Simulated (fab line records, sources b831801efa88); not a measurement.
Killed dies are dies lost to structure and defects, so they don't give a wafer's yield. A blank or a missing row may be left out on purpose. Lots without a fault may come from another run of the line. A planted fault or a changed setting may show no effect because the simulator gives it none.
Which tool did it? | flow sky130 | 24 lots, 72 wafers sampled, at 6 steps of a route of 708

WHAT THE GAUGES READ, wafer by wafer
SKY_VT_ADJUST_NCORE_TW_MEAS_11. Usual: VT_ADJUST_NCORE_TW 217.7, standard deviation 2.3.
lot  | measured     | on            | VT_ADJUST_NCORE_TW | flag
L074 | day 8 14:48  | film_metro-04 | 220.1 221.0 220.6  |
L075 | day 8 15:11  | film_metro-03 | 217.4 217.2 216.4  |
L076 | day 9 07:39  | film_metro-02 | 214.8 213.3 214.8  |
L077 | day 9 09:34  | film_metro-04 | 220.6 219.9 220.8  |
L078 | day 9 21:52  | film_metro-02 | 214.3 214.6 215.5  |
L079 | day 10 11:35 | film_metro-04 | 221.5 219.5 220.4  |
L080 | day 10 13:25 | film_metro-03 | 217.7 218.2 218.8  |
L081 | day 10 21:11 | film_metro-02 | 214.6 216.8 216.2  |
L082 | day 11 00:01 | film_metro-04 | 221.0 219.9 220.4  |
L083 | day 11 03:09 | film_metro-02 | 217.8 216.7 217.3  |
L084 | day 11 16:04 | film_metro-02 | 216.2 216.7 216.1  |
L085 | day 11 23:29 | film_metro-04 | 219.3 219.8 220.3  |
L086 | day 12 03:40 | film_metro-04 | 219.7 220.6 220.0  |
L087 | day 12 14:19 | film_metro-04 | 220.7 220.3 219.6  |
L089 | day 13 04:32 | film_metro-03 | 218.0 218.1 218.8  |
L088 | day 13 04:48 | film_metro-02 | 215.9 216.4 217.0  |
L090 | day 13 11:46 | film_metro-03 | 217.1 217.7 216.8  |
L091 | day 13 17:45 | film_metro-04 | 218.7 219.0 218.5  |
L092 | day 13 19:42 | film_metro-02 | 216.8 216.2 216.9  |
L093 | day 14 08:25 | film_metro-04 | 220.6 221.3 220.7  |
L094 | day 14 16:31 | film_metro-02 | 214.2 214.6 215.5  |
L095 | day 14 17:49 | film_metro-02 | 213.9 213.5 213.1  |
L096 | day 14 23:39 | film_metro-02 | 214.9 214.6 214.4  |
L097 | day 15 12:53 | film_metro-03 | 217.6 218.3 217.7  |

SKY_POLY_CUT_CD_MEAS_08: target cd 270 nm. Usual: cd_nm 270.2 nm, standard deviation 1.5.
lot  | measured     | on        | cd_nm (nm)        | flag
L074 | day 24 04:29 | cd_sem-01 | 273.8 271.2 273.3 |
L075 | day 24 03:20 | cd_sem-01 | 270.5 272.3 271.1 |
L076 | day 25 00:23 | cd_sem-02 | 271.6 272.2 270.8 |
L077 | day 25 04:43 | cd_sem-02 | 271.5 271.2 271.7 |
L078 | day 25 23:28 | cd_sem-01 | 270.5 271.0 270.6 |
L079 | day 27 02:42 | cd_sem-02 | 271.8 271.2 271.4 |
L080 | day 27 00:56 | cd_sem-01 | 268.6 269.4 269.8 |
L081 | day 27 06:43 | cd_sem-02 | 270.4 270.3 269.6 |
L082 | day 27 10:46 | cd_sem-02 | 271.6 271.9 271.1 |
L083 | day 27 16:05 | cd_sem-01 | 269.2 270.9 270.3 |
L084 | day 27 21:28 | cd_sem-01 | 269.7 268.5 269.1 |
L085 | day 28 15:23 | cd_sem-02 | 269.6 270.5 270.7 |
L086 | day 28 16:55 | cd_sem-02 | 266.8 267.0 269.3 |
L087 | day 29 06:50 | cd_sem-02 | 271.6 271.1 270.0 |
L089 | day 29 16:51 | cd_sem-01 | 268.6 270.1 271.1 |
L088 | day 29 14:35 | cd_sem-02 | 270.0 271.3 270.4 |
L090 | day 30 02:29 | cd_sem-02 | 268.5 267.3 268.6 |
L091 | day 30 04:30 | cd_sem-01 | 268.1 268.3 268.5 |
L092 | day 30 08:15 | cd_sem-01 | 270.8 271.1 271.8 |
L093 | day 30 20:02 | cd_sem-02 | 266.9 268.2 268.0 |
L094 | day 31 04:22 | cd_sem-02 | 268.9 268.1 267.9 |
L095 | day 31 04:23 | cd_sem-01 | 272.9 272.4 272.5 |
L096 | day 31 10:47 | cd_sem-01 | 271.5 273.2 271.9 |
L097 | day 32 00:41 | cd_sem-02 | 269.8 269.3 269.5 |

SKY_CONTACT_THK_MEAS_01. Usual: CONTACT_CVD_00_THK 75.3 nm, standard deviation 1.
lot  | measured     | on            | CONTACT_CVD_00_THK (nm) | flag
L074 | day 30 06:29 | film_metro-02 | 74.0 74.6 74.9          |
L075 | day 30 05:00 | film_metro-02 | 75.7 76.7 76.4          |
L076 | day 30 23:02 | film_metro-04 | 74.2 73.8 75.3          |
L077 | day 31 02:21 | film_metro-03 | 73.6 74.7 74.4          |
L078 | day 31 19:22 | film_metro-02 | 73.7 74.3 74.8          |
L079 | day 32 21:46 | film_metro-02 | 75.5 76.7 75.8          |
L080 | day 32 18:46 | film_metro-03 | 75.8 76.8 76.5          |
L081 | day 33 01:32 | film_metro-04 | 76.0 75.9 75.4          |
L082 | day 33 03:38 | film_metro-04 | 75.3 76.5 77.8          |
L083 | day 33 09:56 | film_metro-03 | 73.8 74.1 75.9          |
L084 | day 33 13:01 | film_metro-04 | 74.5 77.8 76.1          |
L085 | day 34 06:39 | film_metro-04 | 75.2 75.2 75.8          |
L086 | day 34 08:20 | film_metro-04 | 74.3 75.8 75.5          |
L087 | day 34 22:14 | film_metro-02 | 73.4 73.9 74.6          |
L089 | day 35 07:50 | film_metro-03 | 75.6 75.5 75.5          |
L088 | day 35 05:11 | film_metro-04 | 73.6 74.3 75.3          |
L090 | day 35 19:45 | film_metro-04 | 75.6 77.5 77.2          |
L091 | day 35 21:44 | film_metro-03 | 75.4 76.1 75.1          |
L092 | day 36 00:26 | film_metro-03 | 76.6 76.1 76.3          |
L093 | day 36 13:18 | film_metro-04 | 76.3 76.9 77.0          |
L094 | day 36 20:33 | film_metro-04 | 72.9 74.3 75.0          |
L095 | day 36 21:41 | film_metro-02 | 74.2 72.8 76.0          |
L096 | day 37 03:08 | film_metro-03 | 74.9 75.0 76.4          |
L097 | day 37 13:22 | film_metro-04 | 74.2 76.1 76.2          |

SKY_CONTACT_RS_MEAS_25: measures by four-point-probe. Usual: CONTACT_W_RS 0.337 ohm/sq, standard deviation 0.004.
lot  | measured     | on            | CONTACT_W_RS (ohm/sq) | flag
L074 | day 31 08:35 | film_metro-04 | 0.337 0.334 0.333     |
L075 | day 31 07:12 | film_metro-04 | 0.335 0.340 0.340     |
L076 | day 32 04:26 | film_metro-04 | 0.336 0.338 0.332     |
L077 | day 32 07:55 | film_metro-02 | 0.337 0.338 0.340     |
L078 | day 33 00:49 | film_metro-03 | 0.341 0.336 0.341     |
L079 | day 33 23:47 | film_metro-04 | 0.350 0.347 0.343     |
L080 | day 33 21:03 | film_metro-04 | 0.337 0.342 0.339     |
L081 | day 34 05:13 | film_metro-02 | 0.341 0.345 0.338     |
L082 | day 34 07:33 | film_metro-03 | 0.336 0.340 0.337     |
L083 | day 34 13:35 | film_metro-03 | 0.341 0.339 0.338     |
L084 | day 34 16:32 | film_metro-03 | 0.337 0.335 0.333     |
L085 | day 35 11:23 | film_metro-03 | 0.334 0.331 0.328     |
L086 | day 35 14:02 | film_metro-03 | 0.335 0.336 0.335     |
L087 | day 36 02:48 | film_metro-03 | 0.331 0.329 0.330     |
L089 | day 36 11:42 | film_metro-04 | 0.335 0.336 0.336     |
L088 | day 36 09:10 | film_metro-02 | 0.333 0.336 0.338     |
L090 | day 36 22:42 | film_metro-04 | 0.333 0.333 0.339     |
L091 | day 37 01:14 | film_metro-04 | 0.341 0.339 0.340     |
L092 | day 37 03:45 | film_metro-02 | 0.335 0.331 0.331     |
L093 | day 37 16:33 | film_metro-03 | 0.336 0.336 0.336     |
L094 | day 38 00:12 | film_metro-04 | 0.339 0.335 0.341     |
L095 | day 38 00:59 | film_metro-04 | 0.341 0.337 0.342     |
L096 | day 38 06:32 | film_metro-03 | 0.341 0.333 0.343     |
L097 | day 38 16:14 | film_metro-03 | 0.336 0.338 0.337     |

WHICH TOOL RAN EACH LOT (tool, then ch and the chambers of the sampled wafers, then the start)
lot  | SKY_LOCAL_INTERCONNECT_ETCH_13    | SKY_LOCAL_INTERCONNECT_METAL_ETCH_14
L074 | rie_metal-02 ch 0,1, day 30 05:44 | rie_metal-02 ch 0,1, day 30 05:49
L075 | rie_metal-01 ch 0,1, day 30 04:16 | rie_metal-01 ch 0,1, day 30 04:19
L076 | rie_metal-02 ch 0,1, day 30 22:15 | rie_metal-02 ch 0,1, day 30 22:20
L077 | rie_metal-01 ch 0,1, day 31 01:36 | rie_metal-01 ch 0,1, day 31 01:40
L078 | rie_metal-01 ch 0, day 31 18:31   | rie_metal-01 ch 0, day 31 18:38
L079 | rie_metal-03 ch 0,1, day 32 20:35 | rie_metal-03 ch 0,1, day 32 20:39
L080 | rie_metal-02 ch 0,1, day 32 17:58 | rie_metal-02 ch 0,1, day 32 18:02
L081 | rie_metal-01 ch 0,1, day 33 00:39 | rie_metal-01 ch 0,1, day 33 00:43
L082 | rie_metal-03 ch 0,1, day 33 02:52 | rie_metal-03 ch 0,1, day 33 02:56
L083 | rie_metal-03 ch 0,1, day 33 09:11 | rie_metal-03 ch 0,1, day 33 09:16
L084 | rie_metal-03 ch 0,1, day 33 12:15 | rie_metal-03 ch 0,1, day 33 12:19
L085 | rie_metal-02 ch 0,1, day 34 05:55 | rie_metal-02 ch 0,1, day 34 05:58
L086 | rie_metal-01 ch 0,1, day 34 07:34 | rie_metal-01 ch 0,1, day 34 07:38
L087 | rie_metal-01 ch 0,1, day 34 21:27 | rie_metal-01 ch 0,1, day 34 21:32
L089 | rie_metal-02 ch 0,1, day 35 07:04 | rie_metal-02 ch 0,1, day 35 07:07
L088 | rie_metal-02 ch 0,1, day 35 04:24 | rie_metal-02 ch 0,1, day 35 04:28
L090 | rie_metal-03 ch 0,1, day 35 19:00 | rie_metal-03 ch 0,1, day 35 19:04
L091 | rie_metal-01 ch 0,1, day 35 20:55 | rie_metal-01 ch 0,1, day 35 20:59
L092 | rie_metal-02 ch 0,1, day 35 23:41 | rie_metal-02 ch 0,1, day 35 23:45
L093 | rie_metal-03 ch 0,1, day 36 12:34 | rie_metal-03 ch 0,1, day 36 12:37
L094 | rie_metal-02 ch 0,1, day 36 19:48 | rie_metal-02 ch 0,1, day 36 19:52
L095 | rie_metal-01 ch 0,1, day 36 20:57 | rie_metal-01 ch 0,1, day 36 21:01
L096 | rie_metal-01 ch 0,1, day 37 02:24 | rie_metal-01 ch 0,1, day 37 02:28
L097 | rie_metal-01 ch 0,1, day 37 12:32 | rie_metal-01 ch 0,1, day 37 12:36
- SKY_LOCAL_INTERCONNECT_ETCH_13: etches BARC in N2/H2, stops on SiO2, time 45.9 s, target depth 60 nm.
- SKY_LOCAL_INTERCONNECT_METAL_ETCH_14: etches TiN in Cl2/BCl3, stops on PSG, target depth 110 nm, time 31.4 s.

WHAT THE TOOLS THEMSELVES READ (means of the sampled wafers that have a number; where no wafer has one, the mark that the record gives instead)
SKY_LOCAL_INTERCONNECT_ETCH_13. Usual: drypump_motor_current_A 5.8 A, standard deviation 0.54; oes_product_au 0.855 a.u., standard deviation 0.0044; rf_fwd_power_W 495.6 W, standard deviation 2; throttle_valve_pct 13.225 %, standard deviation 0.0089.
lot  | tool         | drypump_motor_current_A (A) | oes_product_au (a.u.) | rf_fwd_power_W (W) | throttle_valve_pct (%) | flag
L074 | rie_metal-02 | 5.9                         | 0.857                 | 496.1              | 13.233                 |
L075 | rie_metal-01 | 5.8                         | 0.854                 | 496.1              | 13.232                 |
L076 | rie_metal-02 | 5.9                         | 0.853                 | 499.3              | 13.223                 |
L077 | rie_metal-01 | 5.3                         | 0.853                 | 495.1              | 13.224                 |
L078 | rie_metal-01 | 4.9                         | 0.856                 | 497.3              | 13.222                 |
L079 | rie_metal-03 | 6.3                         | 0.853                 | 492.9              | 13.227                 |
L080 | rie_metal-02 | 5.9                         | 0.855                 | 498.8              | 13.221                 |
L081 | rie_metal-01 | 5.3                         | 0.859                 | 494.5              | 13.228                 |
L082 | rie_metal-03 | 6.3                         | 0.854                 | 494.4              | 13.221                 |
L083 | rie_metal-03 | 6.1                         | 0.855                 | 494.3              | 13.226                 |
L084 | rie_metal-03 | 6.2                         | 0.856                 | 494.9              | 13.233                 |
L085 | rie_metal-02 | 5.9                         | 0.858                 | 496.9              | 13.230                 |
L086 | rie_metal-01 | 5.3                         | 0.852                 | 494.7              | 13.223                 |
L087 | rie_metal-01 | 5.3                         | 0.857                 | 495.0              | 13.222                 |
L089 | rie_metal-02 | 5.9                         | 0.853                 | 495.6              | 13.224                 |
L088 | rie_metal-02 | 5.9                         | 0.855                 | 496.9              | 13.232                 |
L090 | rie_metal-03 | 6.1                         | 0.855                 | 494.8              | 13.224                 |
L091 | rie_metal-01 | 5.7                         | 0.848                 | 495.1              | 13.222                 |
L092 | rie_metal-02 | 5.7                         | 0.858                 | 496.3              | 13.226                 |
L093 | rie_metal-03 | 6.3                         | 0.854                 | 492.9              | 13.221                 |
L094 | rie_metal-02 | 5.7                         | 0.855                 | 495.6              | 13.227                 |
L095 | rie_metal-01 | 5.8                         | 0.850                 | 498.1              | 13.222                 |
L096 | rie_metal-01 | 5.7                         | 0.857                 | 494.0              | 13.220                 |
L097 | rie_metal-01 | 5.3                         | 0.857                 | 495.7              | 13.229                 |

SKY_LOCAL_INTERCONNECT_METAL_ETCH_14. Usual: drypump_motor_current_A 5.8 A, standard deviation 0.54; oes_product_au 0.946 a.u., standard deviation 0.0076; rf_fwd_power_W 890 W, standard deviation 4.2; throttle_valve_pct 21.898 %, standard deviation 0.0096.
lot  | tool         | drypump_motor_current_A (A) | oes_product_au (a.u.) | rf_fwd_power_W (W) | throttle_valve_pct (%) | flag
L074 | rie_metal-02 | 5.9                         | 0.946                 | 893                | 21.896                 |
L075 | rie_metal-01 | 5.7                         | 0.947                 | 889                | 21.904                 |
L076 | rie_metal-02 | 5.9                         | 0.955                 | 894                | 21.901                 |
L077 | rie_metal-01 | 5.3                         | 0.947                 | 892                | 21.898                 |
L078 | rie_metal-01 | 4.9                         | 0.938                 | 886                | 21.904                 |
L079 | rie_metal-03 | 6.3                         | 0.942                 | 886                | 21.896                 |
L080 | rie_metal-02 | 5.9                         | 0.932                 | 891                | 21.897                 |
L081 | rie_metal-01 | 5.3                         | 0.946                 | 889                | 21.892                 |
L082 | rie_metal-03 | 6.3                         | 0.947                 | 884                | 21.897                 |
L083 | rie_metal-03 | 6.1                         | 0.945                 | 887                | 21.899                 |
L084 | rie_metal-03 | 6.2                         | 0.943                 | 886                | 21.896                 |
L085 | rie_metal-02 | 5.9                         | 0.943                 | 896                | 21.904                 |
L086 | rie_metal-01 | 5.3                         | 0.945                 | 892                | 21.894                 |
L087 | rie_metal-01 | 5.3                         | 0.947                 | 886                | 21.897                 |
L089 | rie_metal-02 | 5.9                         | 0.951                 | 893                | 21.891                 |
L088 | rie_metal-02 | 5.9                         | 0.943                 | 892                | 21.905                 |
L090 | rie_metal-03 | 6.1                         | 0.948                 | 889                | 21.901                 |
L091 | rie_metal-01 | 5.7                         | 0.940                 | 889                | 21.912                 |
L092 | rie_metal-02 | 5.7                         | 0.951                 | 891                | 21.888                 |
L093 | rie_metal-03 | 6.3                         | 0.941                 | 886                | 21.902                 |
L094 | rie_metal-02 | 5.7                         | 0.938                 | 894                | 21.902                 |
L095 | rie_metal-01 | 5.7                         | 0.939                 | 888                | 21.895                 |
L096 | rie_metal-01 | 5.7                         | 0.946                 | 892                | 21.892                 |
L097 | rie_metal-01 | 5.3                         | 0.947                 | 892                | 21.891                 |

THE ANSWER, worked out from the rows above alone
Rule: a lot is off if the mean of its wafers that have a number lies more than 3 standard deviations from the usual mean. A lot without any number at a reading at which 4 lots or more have one is off too. The other lots that the step has rows for count as sound. The gauges are gone through in route order, then the tools' own readings, and for those a lot's mean is taken as printed above. The first step at which some lot is off is used, and at that step the reading that is off furthest; a lot without a number counts as furthest.
No lot is off at any reading shown: from this, nothing can be told.

WHAT THE SIMULATOR HAD PUT IN
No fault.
